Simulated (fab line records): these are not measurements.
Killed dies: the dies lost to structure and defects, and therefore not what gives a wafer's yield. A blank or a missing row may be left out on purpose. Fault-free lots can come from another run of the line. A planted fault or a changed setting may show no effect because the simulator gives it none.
A struck lot beside a sound one -- flow sky130 -- 14 out of 708 route steps
Sound: wafers L650.2, L650.3, L650.5. The struck wafers were L657.2, L657.3, L657.4. The cause is given at the end.
Per side, at each step with rows, come the tool, then ch with its chambers, and then its first start. Under that, the readings that differ: sound wafers -- struck wafers -- difference of the means -- sigmas: that difference in standard deviations of wafers without a fault.
alike: readings whose means differ by less than 2 such deviations, and words and numbers that are the same on both sides. not compared: withheld readings, readings that some wafer has no value for, bounds like >300 that may hide the same value, and numbers for which the record gives no deviation and whose values overlap.
A row with sigmas, a row that says differs or no value, or rows on one side alone: a step with any of these is where the two part. Non-overlapping numbers with no deviation appear without sigmas and do not part them. A reading missing from all wafers of one side parts the sides only when that side holds two or more wafers.

first, 4 steps without rows for these wafers: SKY_VT_ADJUST_PCH_SOFTBAKE_03; SKY_VT_ADJUST_PCH_EXPOSE_04 (exposes mask NWM, target cd 840 nm); SKY_VT_ADJUST_PCH_PEB_05; SKY_VT_ADJUST_PCH_DEVELOP_06 (develop time 60 s).
SKY_VT_ADJUST_PCH_OVL_MEAS_07:
  struck on overlay-01, day 15 16:14; sound on overlay-01, day 13 09:20
  alike: VT_ADJUST_PCH_OVL
after that, 1 step had no rows for these wafers: SKY_VT_ADJUST_PCH_IMPLANT_08.
SKY_VT_ADJUST_PCH_STRIP_09: strips in O2/N2.
  sound on plasma_asher-02 ch 0,1, day 13 09:31; struck on plasma_asher-03 ch 0,1, day 15 16:28
  alike: chamber_pressure_mTorr, drypump_motor_current_A, oes_product_au, strip_time_to_endpoint_s
  not compared: rf_hours_counter_h
SKY_VT_ADJUST_PCH_TW_MEAS_10:
  struck on film_metro-04, day 15 16:34; sound on film_metro-02, day 13 09:38
  alike: VT_ADJUST_PCH_TW
then, 4 steps without rows for these wafers: SKY_SONOS_TUNNEL_DEHYDRATE_00 (time 60 s); SKY_SONOS_TUNNEL_HMDS_01 (prime time 60 s); SKY_SONOS_TUNNEL_COAT_02 (resist thk 1140 nm); SKY_SONOS_TUNNEL_SOFTBAKE_03 (time 60 s).
SKY_SONOS_TUNNEL_EXPOSE_04: exposes mask TUNM, target cd 410 nm.
  struck on iline_stepper-02, day 16 06:26; sound on iline_stepper-02 ch 0, day 13 22:09
  no value came back on the struck wafers for exposure_dose_mJ_cm2, focus_offset_nm (nm); on the sound wafers exposure_dose_mJ_cm2 reads 135.92 135.99 135.88
  alike: mask
after that, 1 step had no rows for these wafers: SKY_SONOS_TUNNEL_PEB_05.

== WHERE THEY PART ==
At SKY_SONOS_TUNNEL_EXPOSE_04 and nowhere else, as far as this record goes.

WHY: whatever the simulator had introduced
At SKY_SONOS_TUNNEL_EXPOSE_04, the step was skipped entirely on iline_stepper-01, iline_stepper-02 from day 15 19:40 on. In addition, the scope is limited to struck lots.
